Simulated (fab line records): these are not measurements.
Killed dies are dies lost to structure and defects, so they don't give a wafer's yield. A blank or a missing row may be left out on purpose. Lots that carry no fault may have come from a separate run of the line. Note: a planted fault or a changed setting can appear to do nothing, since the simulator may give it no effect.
Comparing a struck lot with a sound one    flow sky130    17 out of 708 route steps
Sound: the wafers L353.1, L353.2, L353.6. Wafers struck: L358.1, L358.3, L358.5. Last of all comes the cause.
For every step that has rows: the tool of each side, followed by ch and its chambers, followed by its first start. Under that, the readings that differ: sound wafers    struck wafers    difference of the means    sigmas: that difference in standard deviations of wafers without a fault.
alike: readings with means less than 2 such deviations apart, plus words and numbers identical on both sides. not compared: withheld readings, readings lacking a value on some wafer, bounds such as >300 that could conceal the same value, and numbers that have no deviation in the record and whose values overlap.
Wherever a step has rows on one side only, a row that says differs or no value, or a row with sigmas, the two part there. When numbers do not overlap yet have no deviation, they are printed without sigmas and do not part them. Lack of a reading on every wafer of one side parts them only where that side has two or more wafers.

first, 3 steps without rows for these wafers: SKY_VIA3_EXPOSE_09 (exposes mask VIM3, target cd 200 nm); SKY_VIA3_PEB_10; SKY_VIA3_DEVELOP_11 (develop time 60 s).
SKY_VIA3_CD_MEAS_12: target cd 200 nm.
  sound on cdSem-01, day 40 06:03; struck on cdSem-01, day 42 01:48
  alike: cdNm
SKY_VIA3_OVL_MEAS_13:
  sound on overlay-02, day 40 06:10; struck on overlay-01, day 42 01:55
  alike: VIA3_OVL
SKY_VIA3_ETCH_14: etches BARC in N2/H2, stops on SiO2, time 45.9 s, target depth 60 nm.
  sound on rieDiel-04 ch 0,2, day 40 06:13; struck on rieDiel-03 ch 0,3, day 42 01:58
  alike: drypumpMotorCurrentA, oesProductAu, throttleValvePct
  not compared: rfHoursCounterH
SKY_VIA3_ETCH_15: etches SiO2 in C4F8/O2/Ar, stops on TiN, target depth 507 nm, time 78 s.
  sound on rieDiel-04 ch 0,2, day 40 06:15; struck on rieDiel-03 ch 0,3, day 42 02:00
  alike: oesProductAu
  not compared: rfHoursCounterH
SKY_VIA3_STRIP_16: strips in O2/N2.
  sound on plasmaAsher-02 ch 0,1, day 40 06:19; struck on plasmaAsher-02 ch 0,1, day 42 02:04
  alike: drypumpMotorCurrentA, oesProductAu, stripTimeToEndpointS
  not compared: rfHoursCounterH
then, 3 steps without rows for these wafers: SKY_VIA3_STRIP_17 (strips in post etch residue remover, time 1200 s); SKY_VIA3_CLEAN_18 (cleans in IPA, time 180 s); SKY_VIA3_CLEAN_19 (cleans in O3/DIW).
SKY_VIA3_SPUTTER_20: material TiN, target thk 20 nm, time 80 s.
  sound on pvdSputter-01, day 40 07:20; struck on pvdSputter-01, day 42 03:00
  alike: cathodeDcPowerW, throttleValvePct
SKY_VIA3_CVD_21: deposits W, target thk 390 nm, time 117.31 s.
  sound on cvdW-02 ch 0,1, day 40 07:24; struck on cvdW-02 ch 0,1, day 42 03:04
  no value came back on the struck wafers for chamberPressureTorr (Torr), heaterPowerOuterW (W), heaterPowerW (W); on the sound wafers chamberPressureTorr (Torr) reads 39.95 40.11 40.01
  not compared: sinceWetCleanH
SKY_VIA3_RS_MEAS_22: the measuring method here is four-point-probe.
  sound on filmMetro-01, day 40 07:31; struck on filmMetro-02, day 42 03:11
reading             sound              struck                difference  sigmas
VIA3_W_RS (ohm/sq)  0.297 0.296 0.295  58.892 58.204 58.910  +58.373     +99 or more
SKY_VIA3_THK_MEAS_23: measures by xrf.
  sound on filmMetro-01, day 40 07:38; struck on filmMetro-02, day 42 03:18
reading          sound        struck    difference  sigmas
VIA3_W_THK (nm)  392 389 395  <0 <0 <0  differs     
SKY_VIA3_CMP_24: polishes, stops on SiO2, t overpolish 20 s, target thk 0 nm.
  sound on cmp-01 ch 1,3, day 40 07:45; struck on cmp-02 ch 0,1,3, day 42 03:22
reading              sound     struck  difference  sigmas
timeToEndpointS (s)  92 90 93  3 6 3   -88         -22
  alike: motorCurrentA
-- the record jumps here: 6 days lie between the struck wafers' starts before and after (it left off in module VIA3 and takes up again in module PAD_OPEN, whose first step shown is number 708 of the route) --
SKY_PAD_OPEN_PROBE_99:
  sound on prober-02, day 46 07:21; struck on prober-02, day 47 20:20
reading                  sound           struck          difference  sigmas
defectLimitedYield (%)   83.9 86.2 79.9  0 0 0           -83         -44
killed_at_M0_to_M3       40 38 46        457 452 448     +411        +58
killedDies               79 68 99        492 492 492     +410        +43
killedOnRim              16 11 17        96 96 96        +81         +21
sort_bin_5_function (%)  9.6 8.7 11.6    93.9 92.7 93.3  +83.3       +56
sortNPass                413 424 393     0 0 0           -410        -43
sortYieldPct (%)         83.9 86.2 79.9  0 0 0           -83         -44
  alike: killed_at_M4_up, killedAtContacts, killedAtFrontEnd, killedAtOther, killedOpen, killedShort, sort_bin_3_pad_short, sort_bin_6_memory

WHERE THEY PART
First at SKY_VIA3_CVD_21; last, within this record, at SKY_PAD_OPEN_PROBE_99.

WHY: what had been put in by the simulator
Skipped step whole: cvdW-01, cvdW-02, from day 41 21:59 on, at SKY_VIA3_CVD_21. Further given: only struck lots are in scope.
